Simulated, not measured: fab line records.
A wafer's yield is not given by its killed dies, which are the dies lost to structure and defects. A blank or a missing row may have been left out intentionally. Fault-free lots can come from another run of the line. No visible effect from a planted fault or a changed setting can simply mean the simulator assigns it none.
fab line records | flow sky130 | part 2 of 2: steps 25 to 34 of 34
record lots=5 wafers=15 lastDay=48
route steps=708 shown METAL1@450 VIA1@458 METAL2@483
lots that met no fault: taken from a fault-free run of the same line
startH: hours from the record's opening day to when the first of the lot's shown wafers began | waitH: hours since the lot's step before | " the same as in the row above | L1.1+2: several wafers, shown together as one row | - no value, or no start given | * or withheld: withheld | < > ~ a bound
route shown NAME@n: a module of which the file shows steps, and the number in the route of the first | usual: mean and standard deviation over wafers with no fault | same: alike in all rows | chamber/n: place in a boat | sites: readings site by site | _std_site: their standard deviation | _edge_site: outer sites' mean less inner sites' | radiusMm: how far each site lies from the wafer's centre | mask NAME#n: copy n | behind: the tool/chamber that last shaped the wafer | hold: the reason the lot was held/the length of the hold in hours/how it ended | device: transistor that didn't switch, given as n, p or np | end of line: the same wafers' tests at the end of the route | where a step has no rows: the recipe by itself | killed: at the first sort, the dies lost to defects and structure; wafer yield is something else | map: shows each die of a wafer: x if killed, . if not, _ if none is there
set.NAME: setting as actually run; set.NAME@STEP: the setting as run at that earlier step | model.NAME: the simulator's own value behind a step, which no gauge read
certain route steps with their lots: each step a table, each wafer a row
services: a tool's chamber out of use, with start hour (startH, from the record's first day; less than 0 if before it), hours out, and reason
## steps
# step SKY_VIA1_STRIP_16
# recipe chemistry=O2/N2 powerW=1400 pressureMtorr=1500 platenTempC=withheld o2FlowSccm=3000 n2FlowSccm=300 overashFraction=0.5
# usual drypumpMotorCurrentA=5.89/0.21 oesProductAu=0.416/0.0042 stripTimeToEndpointS=4.450/0.024
# columns lot.wafer tool chamber startH waitH drypumpMotorCurrentA oesProductAu rfHoursCounterH stripTimeToEndpointS
L075.1 plasmaAsher-04 1 818.27 0.0 6.37 0.418 100 4.444
L075.2 " 0 " " 5.77 0.417 100 4.434
L075.4 " 1 " " 6.35 0.418 - 4.449
L076.3 plasmaAsher-03 0 823.61 0.1 5.68 0.417 - 4.429
L076.5 " 1 " " 5.85 0.414 - 4.424
L076.6 " 0 " " 5.69 0.413 - 4.450
L079.4 plasmaAsher-02 1 856.78 0.1 5.87 0.416 - 4.428
L079.5 " 0 " " 5.82 0.417 - 4.419
L079.6 " 1 " " 5.87 0.422 - 4.459
L084.1 plasmaAsher-03 0 892.07 0.0 5.76 0.419 70 4.440
L084.4 " 0 " " 5.74 0.415 - 4.397
L084.6 " 0 " " 5.78 0.408 - 4.445
L088.2 plasmaAsher-02 0 902.52 0.0 5.82 0.416 15 4.445
L088.5 " 0 " " 5.82 0.419 - 4.443
L088.6 " 1 " " 5.84 0.411 - 4.453
# step SKY_VIA1_STRIP_17
# recipe chemistry=postEtchResidueRemover timeS=1200 tempC=72.5
# columns lot.wafer tool chamber startH waitH
L075.1+2+4 wetBench-01 0 818.37 0.1
L076.3+5+6 wetBench-04 3 823.67 0.0
L079.4+5+6 wetBench-01 1 856.84 0.0
L084.1+4+6 wetBench-03 2 892.17 0.1
L088.2+5+6 wetBench-04 0 902.62 0.1
# step SKY_VIA1_CLEAN_18
# recipe chemistry=IPA timeS=180 tempC=25
# columns lot.wafer tool chamber startH waitH
L075.1+2+4 wetBench-03 1 818.71 0.0
L076.3+5+6 wetBench-01 1 824.02 0.0
L079.4+5+6 wetBench-04 0 857.22 0.0
L084.1+4+6 wetBench-04 1 892.52 0.0
L088.2+5+6 wetBench-03 2 902.97 0.0
# step SKY_VIA1_CLEAN_19
# recipe chemistry=O3/DIW dry=n2Spin
# columns lot.wafer tool chamber startH waitH
L075.1+2+4 wetBench-04 2 818.77 0.0
L076.3+5+6 wetBench-03 0 824.08 0.0
L079.4+5+6 wetBench-03 1 857.28 0.0
L084.1+4+6 wetBench-01 1 892.57 0.0
L088.2+5+6 wetBench-01 1 903.02 0.0
# step SKY_VIA1_SPUTTER_20
# recipe material=TiN targetThkNm=20 chamberPressurePa=5 powerW=4000 timeS=80
# usual cathodeDcPowerW=4000.0/0.75 throttleValvePct=29.4/1
# columns lot.wafer tool chamber startH waitH cathodeDcPowerW throttleValvePct
L075.1 pvdSputter-03 - 818.86 0.0 4000.4 27.3
L075.2 " - " " 4000.4 29.2
L075.4 " - " " 3999.5 29.1
L076.3 pvdSputter-03 - 824.17 0.0 3999.9 29.2
L076.5 " - " " 4000.4 27.1
L076.6 " - " " 4000.2 29.5
L079.4 pvdSputter-03 - 857.37 0.0 4000.1 29.6
L079.5 " - " " 4001.2 29.6
L079.6 " - " " 4000.8 26.7
L084.1 pvdSputter-04 - 892.67 0.0 3999.0 29.4
L084.4 " - " " 3999.5 31.1
L084.6 " - " " 4000.0 29.4
L088.2 pvdSputter-03 - 903.12 0.0 4000.5 29.3
L088.5 " - " " 4000.4 29.6
L088.6 " - " " 3999.1 29.3
# step SKY_VIA1_CVD_21
# recipe material=W targetThkNm=270 timeS=80.902 tempC=400 pressureTorr=40
# usual heaterPowerOuterW=485/29 heaterPowerW=800/66
# columns lot.wafer tool chamber startH waitH heaterPowerOuterW heaterPowerW
L075.1 cvdW-01 1 818.93 0.0 474 774
L075.2 " 0 " " 480 717
L075.4 " 0 " " 461 701
L076.3 cvdW-02 0 824.26 0.1 474 790
L076.5 " 0 " " 459 809
L076.6 " 1 " " 519 852
L079.4 cvdW-02 0 857.46 0.1 467 795
L079.5 " 1 " " 527 886
L079.6 " 0 " " 456 803
L084.1 cvdW-02 0 892.73 0.0 473 784
L084.4 " 1 " " 530 882
L084.6 " 1 " " 525 866
L088.2 cvdW-02 1 903.18 0.0 523 862
L088.5 " 0 " " 461 803
L088.6 " 1 " " 519 882
# step SKY_VIA1_RS_MEAS_22
# recipe thkMeasGauge=four-point-probe reads=W_of_VIA1_CVD_21+TiN_of_VIA1_SPUTTER_20
# usual VIA1_W_RS=0.429/0.0044
# columns lot.wafer tool chamber startH waitH VIA1_W_RS[ohm/sq]
L075.1 filmMetro-02 - 819.02 0.1 0.426
L075.2 " - " " 0.431
L075.4 " - " " 0.429
L076.3 filmMetro-02 - 824.36 0.1 0.430
L076.5 " - " " 0.430
L076.6 " - " " 0.436
L079.4 filmMetro-03 - 857.58 0.1 0.426
L079.5 " - " " 0.434
L079.6 " - " " 0.427
L084.1 filmMetro-02 - 892.82 0.1 0.429
L084.4 " - " " 0.434
L084.6 " - " " 0.435
L088.2 filmMetro-01 - 903.29 0.1 0.427
L088.5 " - " " 0.420
L088.6 " - " " 0.424
# step SKY_VIA1_THK_MEAS_23
# recipe thkMeasGauge=xrf reads=W_of_VIA1_CVD_21
# usual VIA1_W_THK=260.8/2.6
# columns lot.wafer tool chamber startH waitH VIA1_W_THK[nm]
L075.1 filmMetro-02 - 819.14 0.1 263.2
L075.2 " - " " 260.7
L075.4 " - " " 262.5
L076.3 filmMetro-02 - 824.46 0.1 260.2
L076.5 " - " " 260.4
L076.6 " - " " 257.4
L079.4 filmMetro-03 - 857.67 0.1 261.8
L079.5 " - " " 257.2
L079.6 " - " " 259.7
L084.1 filmMetro-02 - 892.94 0.1 264.5
L084.4 " - " " 258.1
L084.6 " - " " 258.3
L088.2 filmMetro-01 - 903.40 0.1 261.0
L088.5 " - " " 265.1
L088.6 " - " " 260.8
# step SKY_VIA1_CMP_24
# recipe stopOn=SiO2 tOverpolishS=15 downForcePsi=3.5 platenRpm=60 targetThkNm=0 padVelocityMS=0.94248
# usual motorCurrentA=10.9/1.1 overpolishRunS=14.999/0.0094 timeToEndpointS=65/4.4
# columns lot.wafer tool chamber startH waitH motorCurrentA overpolishRunS timeToEndpointS
L075.4 cmp-01 0 819.20 0.0 10.6 14.990 63
L075.1 " 1 " " 10.6 15.001 63
L075.2 " 2 " " 11.1 15.002 64
L076.3 cmp-02 2 824.65 0.2 9.3 14.990 63
L076.6 " 3 " " 10.9 15.019 63
L076.5 " 0 " " 11.7 14.997 69
L079.4 cmp-02 0 857.91 0.2 11.2 14.988 67
L079.5 " 1 " " 12.5 15.001 66
L079.6 " 2 " " 9.2 15.001 57
L084.4 cmp-01 0 893.00 0.0 11.5 14.989 61
L084.1 " 1 " " 10.3 14.988 60
L084.6 " 1 " " 10.9 15.005 60
L088.2 cmp-02 3 903.60 0.2 10.0 15.020 69
L088.6 " 0 " " 11.9 15.015 75
L088.5 " 1 " " 12.4 15.001 73
# step SKY_METAL2_SPUTTER_00
# recipe material=Ti targetThkNm=15 powerW=3000 timeS=10 chamberPressurePa=0.4
# usual cathodeDcPowerW=3000.0/0.55 throttleValvePct=29.8/0.81
# columns lot.wafer tool chamber startH waitH cathodeDcPowerW throttleValvePct
L075.1 pvdSputter-01 - 819.50 0.2 2999.7 29.0
L075.2 " - " " 3000.8 30.7
L075.4 " - " " 3000.2 29.8
L076.3 pvdSputter-01 - 824.80 0.1 3000.0 28.9
L076.5 " - " " 2999.3 30.9
L076.6 " - " " 2999.9 28.6
L079.4 pvdSputter-02 - 858.06 0.1 3000.2 28.8
L079.5 " - " " 2999.9 30.7
L079.6 " - " " 3000.0 29.1
L084.1 pvdSputter-02 - 893.30 0.2 2999.2 30.8
L084.4 " - " " 3000.5 29.8
L084.6 " - " " 3000.5 28.7
L088.2 pvdSputter-02 - 903.75 0.1 3000.9 30.0
L088.5 " - " " 2999.3 29.1
L088.6 " - " " 3000.6 29.9
## services
# columns tool chamber startH hours kind
pvdSputter-03 - 773.14 2.6 repair
krfScanner-02 - 774.40 1.0 pm
wetBench-03 - 782.87 1.5 repair
hdpcvd-02 1 783.68 10.3 repair
krfScanner-02 - 791.94 1.3 pm
cmp-02 - 796.69 1.6 repair
pvdSputter-03 - 803.61 2.1 repair
rieMetal-03 - 803.73 15.6 pm
hdpcvd-02 1 807.07 9.0 repair
plasmaAsher-02 - 816.53 2.8 pm
rieDiel-01 2 819.21 2.2 repair
cvdW-02 - 819.51 2.8 pm
rieDiel-02 0 819.62 13.6 repair
wetBench-04 - 824.02 30.9 pm
rieDiel-02 - 837.46 0.7 repair
cmp-01 - 842.70 25.6 repair
rieDiel-01 3 843.97 12.0 repair
krfScanner-02 - 845.49 4.0 pm
plasmaAsher-03 - 847.69 2.6 repair
pvdSputter-03 - 849.59 5.9 repair
rieDiel-01 - 852.38 14.6 pm
cvdW-02 0 855.61 1.2 repair
cmp-01 - 863.14 1.3 repair
rieMetal-04 - 885.56 0.4 repair
